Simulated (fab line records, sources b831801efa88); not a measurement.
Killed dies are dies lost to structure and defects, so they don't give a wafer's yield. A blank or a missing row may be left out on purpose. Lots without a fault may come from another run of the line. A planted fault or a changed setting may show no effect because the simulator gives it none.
Problem report in the 8D (eight disciplines) form, filled by code | flow sky130 | the parts of the form that need people (team, actions taken, sign-off) are left out

1. THE PROBLEM
FIELD_ISO_CVD_24_THK at SKY_FIELD_ISO_THK_MEAS_25 reads a mean of 840 nm on 3 wafers of 3 lots; wafers without a fault read 594 nm with a standard deviation of 5.3. That is +46 standard deviations from the usual mean.
First seen on wafer L916.4, day 5 08:30, on film_metro-03. The record holds 35 wafers of 12 lots with a number at this step. Rule for "out", or "out of limits": more than 4 standard deviations from the usual mean. The other wafers with a number count as sound.

2. WHAT IT IS AND WHAT IT IS NOT
question                    | is                                          | is not
which readings at this step | FIELD_ISO_CVD_24_THK                        | -
which lots                  | L916, L918, L919                            | L902, L905, L906, L907, L909, L911, L912, L913, L924
which wafers of those lots  | L916.4, L918.4, L919.4                      | L916.2, L916.5, L918.3, L919.5, L919.6
read on which gauges        | film_metro-01, film_metro-02, film_metro-03 | -
when                        | from day 5 08:30                            | up to then (26 sound wafers); but 6 sound wafers of L918, L919, L924 came after

3. SUSPECTS, AND WHAT RULES EACH OUT
Counting: a tool at a process step up to the reading stays a suspect if it ran every lot that is out. Sound lots after the first of them don't rule it out here, since some wafers of a struck lot are sound.
- the gauge at SKY_FIELD_ISO_THK_MEAS_25: ruled out. The wafers that are out were read on 3 gauges (film_metro-01, film_metro-02, film_metro-03).
- hdpcvd-01 at SKY_FIELD_ISO_CVD_24 (deposits SiO2, target thk 595 nm, time 99.2 s): kept. It ran every lot that is out, first L916 (day 5 08:23); its last sound lot up to then is L912 (day 4 11:58).
Left after counting: hdpcvd-01 at SKY_FIELD_ISO_CVD_24.

4. THE CAUSE (what the simulator had put in)
Process parameter drift: hdpcvd-01, from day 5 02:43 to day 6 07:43, at SKY_FIELD_ISO_CVD_24. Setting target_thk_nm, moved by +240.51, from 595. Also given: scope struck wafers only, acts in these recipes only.
Counting left only this tool.

5. THE CHAIN OF EFFECTS, in route order
Each row: a reading whose mean over the struck wafers that have a number lies more than 3 standard deviations from the usual. Only readings for which the record gives a usual standard deviation are gone through. hours: the time from each lot's start at the first step in this table that gives one to its start at this step, as a median over the lots. sigmas: the change in usual standard deviations.
hours | step                      | reading              | usual  | on struck wafers | change | sigmas
0     | SKY_FIELD_ISO_THK_MEAS_25 | FIELD_ISO_CVD_24_THK | 594 nm | 840              | +246   | +46
2     | SKY_FIELD_ISO_CMP_27      | time_to_endpoint_s   | 114 s  | 162              | +48    | +12
The process steps in it:
- SKY_FIELD_ISO_CMP_27: polishes, stops on Si3N4, t overpolish 16 s, target thk 457.8 nm.

6. WHAT WOULD HAVE CAUGHT IT SOONER
In this record the first reading out of limits at a measuring or inspecting step was taken at day 5 08:30, 6 hours after the fault began at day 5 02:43.
Of the tool readings at SKY_FIELD_ISO_CVD_24 for which the record gives a usual standard deviation, none was out on any struck wafer, so an alarm limit of 4 standard deviations on them would not have fired.
Of the lots that are out (3), L918, L919 began SKY_FIELD_ISO_CVD_24 on hdpcvd-01 after day 5 08:30. A hold on the tool at that time would have spared those 2.
